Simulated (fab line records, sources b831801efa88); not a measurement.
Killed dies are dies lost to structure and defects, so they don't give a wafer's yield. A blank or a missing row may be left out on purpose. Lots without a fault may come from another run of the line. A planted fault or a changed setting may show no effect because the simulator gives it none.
Split-lot experiment | flow sfq_line | 5 lots, 27 wafers read, on a route of 325 steps

THE SPLIT
At SFQ_TRILAYER_M4_ETCH_METAL_ETCH_096 (etches Nb in Cl2/Ar, stops on SiO2, target depth 240 nm, time 120 s), the setting time_s was moved away from the recipe's 120 s on 9 of the 27 wafers read, by -54.9% to +35.5%. The other wafers ran this setting at the recipe's value.

The reading is taken at the split's own step.

THE READING
oes_product_au, in a.u., at SFQ_TRILAYER_M4_ETCH_METAL_ETCH_096 (etches Nb in Cl2/Ar, stops on SiO2, target depth 240 nm, time 120 s). Fault-free wafers of this fab line usually give 0.891 a.u., standard deviation 0.006 a.u..

wafer  | tool, chamber at the split | time_s as run, s | against the recipe | oes_product_au, a.u. | against lot-mates on the recipe
L079.1 | rie_metal-03, 0            | 120              | recipe             | 0.898                | -
L079.2 | rie_metal-03, 1            | 75.48            | -37.1%             | 1.014                | +0.117
L079.3 | rie_metal-03, 1            | 120              | recipe             | 0.902                | -
L079.4 | rie_metal-03, 0            | 75.48            | -37.1%             | 1.000                | +0.103
L079.5 | rie_metal-03, 1            | 75.48            | -37.1%             | 1.010                | +0.113
L079.6 | rie_metal-03, 0            | 120              | recipe             | 0.891                | -
L080.1 | rie_metal-01, 0            | 120              | recipe             | 0.884                | -
L080.2 | rie_metal-01, 1            | 120              | recipe             | 0.896                | -
L080.3 | rie_metal-01, 1            | 120              | recipe             | 0.890                | -
L081.1 | rie_metal-02, 1            | 120              | recipe             | 0.887                | -
L081.2 | rie_metal-02, 0            | 120              | recipe             | 0.888                | -
L081.3 | rie_metal-02, 0            | 120              | recipe             | 0.878                | -
L081.4 | rie_metal-02, 1            | 120              | recipe             | 0.888                | -
L081.5 | rie_metal-02, 0            | 120              | recipe             | 0.888                | -
L081.6 | rie_metal-02, 1            | 120              | recipe             | 0.885                | -
L084.1 | rie_metal-03, 0            | 162.6            | +35.5%             | 0.872                | -0.027
L084.2 | rie_metal-03, 1            | 120              | recipe             | 0.902                | -
L084.3 | rie_metal-03, 0            | 162.6            | +35.5%             | 0.875                | -0.024
L084.4 | rie_metal-03, 1            | 120              | recipe             | 0.898                | -
L084.5 | rie_metal-03, 1            | 120              | recipe             | 0.897                | -
L084.6 | rie_metal-03, 0            | 162.6            | +35.5%             | 0.879                | -0.020
L085.1 | rie_metal-01, 1            | 54.11            | -54.9%             | 0.983                | +0.092
L085.2 | rie_metal-01, 1            | 120              | recipe             | 0.883                | -
L085.3 | rie_metal-01, 1            | 54.11            | -54.9%             | 0.994                | +0.103
L085.4 | rie_metal-01, 1            | 54.11            | -54.9%             | 0.992                | +0.101
L085.5 | rie_metal-01, 1            | 120              | recipe             | 0.900                | -
L085.6 | rie_metal-01, 1            | 120              | recipe             | 0.890                | -

THE FIT
A straight line over all 27 wafers: oes_product_au changes by -0.00171 a.u. for each +1% of time_s; r = -0.89; the points scatter about the line by 0.022 a.u..
The same after taking each lot's own level away (the mean of its wafers on the recipe; 27 wafers): -0.00174 a.u. for each +1%; r = -0.92; scatter 0.019 a.u..
On that fit, the largest move of time_s shifts the reading by 0.095 a.u..
The lots' own levels span 0.8857 to 0.8990 a.u., that is 2.2 times the standard deviation above.
So the lot-to-lot level changes the slope little: the two slopes agree.
Check: with one of the wafers moved furthest among these (-54.9%) left out of the fit, the line predicts +0.108 a.u. for it against its lot-mates. It came out at +0.092 a.u. against them.
Tool readings at the split's step, against how far the setting was moved: oes_product_au r = -0.89.

OTHER SPLITS ON THESE WAFERS
These wafers also went through other splits before the reading. Each is held against what the fit with the lots' levels taken away leaves over:
other split on the same wafers                    | wafers away from the commonest value | r with oes_product_au (lot level and that fit taken away)
SFQ_TRILAYER_INCOMING_OXIDATION_002 ox_time_s     | 6                                    | -0.40
SFQ_TRILAYER_I0_DEP_PECVD_027 time_s              | 9                                    | +0.35
SFQ_TRILAYER_I1_DEP_PECVD_045 time_s              | 9                                    | +0.48
SFQ_TRILAYER_I1_VIA_BARC_OPEN_VIA_ETCH_071 time_s | 12                                   | +0.19
SFQ_TRILAYER_I2_VIA_BARC_OPEN_VIA_ETCH_096 time_s | 9                                    | -0.19
SFQ_TRILAYER_M3_BARC_OPEN_METAL_ETCH_100 time_s   | 6                                    | +0.04

THE WHOLE CHAIN: every reading that the file lists as answering this split, in the file's order
step                                | what it does                                                        | reading                                                                                   | change (the file's fit)                   | r (the file's)
SFQ_TRILAYER_M4_ETCH_METAL_ETCH_096 | etches Nb in Cl2/Ar, stops on SiO2, target depth 240 nm, time 120 s | oes_product_au                                                                            | -0.00184 a.u. for each +1% of the setting | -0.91
SFQ_TRILAYER_M4_ETCH_METAL_ETCH_096 | etches Nb in Cl2/Ar, stops on SiO2, target depth 240 nm, time 120 s | etch.depth_nm (the simulator's own value, which no gauge read)                            | +1.19 nm for each +1% of the setting      | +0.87
SFQ_TRILAYER_M4_ETCH_METAL_ETCH_096 | etches Nb in Cl2/Ar, stops on SiO2, target depth 240 nm, time 120 s | M4.feature_depth_nm (the simulator's own value, which no gauge read)                      | +1.26 nm for each +1% of the setting      | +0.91
SFQ_TRILAYER_M4_ETCH_METAL_ETCH_096 | etches Nb in Cl2/Ar, stops on SiO2, target depth 240 nm, time 120 s | KrF_of_TRILAYER_M4_LITHO_COAT_093.thk_nm (the simulator's own value, which no gauge read) | -1.37 nm for each +1% of the setting      | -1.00

THE FILE'S OWN FIT
oes_product_au changes by -0.00184 a.u. for each +1% of time_s, r = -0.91.
